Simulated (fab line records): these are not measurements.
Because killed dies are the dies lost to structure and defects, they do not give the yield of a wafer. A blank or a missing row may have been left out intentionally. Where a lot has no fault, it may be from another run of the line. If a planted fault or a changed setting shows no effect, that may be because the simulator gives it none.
A struck lot beside a sound one    flow sfq_line    13 out of 325 route steps
Sound: the wafers L600.1, L600.2, L600.3. Struck: wafers L602.3, L602.5 (left out: L602.2, a lot-mate that was not struck); the cause follows at the end.
Order at every step that has rows: each side's tool, ch and its chambers, its first start. Under that, the readings that differ: sound wafers    struck wafers    difference of the means    sigmas: that difference in standard deviations of wafers without a fault.
alike: same words and numbers on both sides, and readings whose means sit less than 2 such deviations apart. not compared: any withheld reading, any reading some wafer has no value for, any bound like >300 that may hide the same value, and any number with overlapping values for which the record gives no deviation.
The two part at a step that has a row with sigmas, a row that says differs or no value, or rows on one side only. Numbers that don't overlap but have no deviation are shown without sigmas and don't part them. A reading that every wafer of one side lacks parts them only if that side has two wafers or more.

first, 6 steps without rows for these wafers: SFQ_TRILAYER_M7_LITHO_COAT_182 (resist thk 62 nm); SFQ_TRILAYER_M7_LITHO_COAT_177 (resist thk 600 nm); SFQ_TRILAYER_M7_LITHO_SOFTBAKE_181; SFQ_TRILAYER_M7_LITHO_EXPOSE_178 (exposes mask M7, target cd 500 nm); SFQ_TRILAYER_M7_LITHO_PEB_180 (peb time 60 s); SFQ_TRILAYER_M7_LITHO_DEVELOP_179 (time 60 s).
SFQ_M7_OVL_MEAS_945:
  sound on overlay-02, day 80 07:28; struck on overlay-01, day 80 16:12
reading      sound     struck  difference  sigmas
M7_OVL (nm)  -3 -4 -4  10 5    +11         +2
SFQ_TRILAYER_M7_BARC_OPEN_METAL_ETCH_229: etches BARC in O2, target depth 125 nm, time 41.7 s.
  sound on rie_metal-04 ch 0,1, day 80 07:30; struck on rie_metal-04 ch 0, day 80 16:14
  alike: chamber_pressure_mTorr, drypump_motor_current_A, oes_product_au
  not compared: rf_hours_counter_h
SFQ_TRILAYER_M7_ETCH_METAL_ETCH_180: etches Nb in Cl2/Ar, stops on SiO2, target depth 240 nm, time 120 s.
  sound on rie_metal-04 ch 0,1, day 80 07:34; struck on rie_metal-04 ch 0, day 80 16:17
  alike: chamber_pressure_mTorr, drypump_motor_current_A, oes_product_au
  not compared: rf_hours_counter_h
SFQ_TRILAYER_M7_STRIP_STRIP_181: strips in O2.
  sound on rie_metal-04 ch 0,1, day 80 07:41; struck on rie_metal-04 ch 0, day 80 16:25
  alike: chamber_pressure_mTorr, drypump_motor_current_A, oes_product_au
  not compared: rf_hours_counter_h
then, 1 step without rows for these wafers: SFQ_TRILAYER_M7_STRIP_SOLV_CLEAN_182 (cleans in NMP, time 600 s).
SFQ_TRILAYER_I7_DEP_PECVD_183: deposits SiO2 from SiH4/N2O, time 111.11 s, target thk 500 nm.
  sound on pecvd-01 ch 0,1,2, day 80 08:28; struck on pecvd-03 ch 1,2, day 80 17:11
reading                                              sound              struck       difference  sigmas
run_length_s (s)                                     139.4 140.0 139.4  144.9 145.8  +5.8        +10
model.SiO2_of_TRILAYER_I7_DEP_PECVD_183.thk_nm (nm)  492 492.3 484.4    526 533.5    +40         
  alike: heater_power_w, throttle_valve_pct
SFQ_TRILAYER_I7_CMP_CMP_184: polishes SiO2.
  sound on cmp-01 ch 1,2,3, day 81 03:52; struck on cmp-01 ch 2, day 81 12:52
reading                 sound        struck   difference  sigmas
time_to_endpoint_s (s)  201 213 207  234 231  +26         +3
  alike: edge_zone_pressure_frac, head_pressure_psi, motor_current_A, retaining_ring_pressure_frac

== WHERE THEY PART ==
Last at SFQ_TRILAYER_I7_CMP_CMP_184 as far as this record goes, first at SFQ_M7_OVL_MEAS_945.

WHY: what the simulator had put in
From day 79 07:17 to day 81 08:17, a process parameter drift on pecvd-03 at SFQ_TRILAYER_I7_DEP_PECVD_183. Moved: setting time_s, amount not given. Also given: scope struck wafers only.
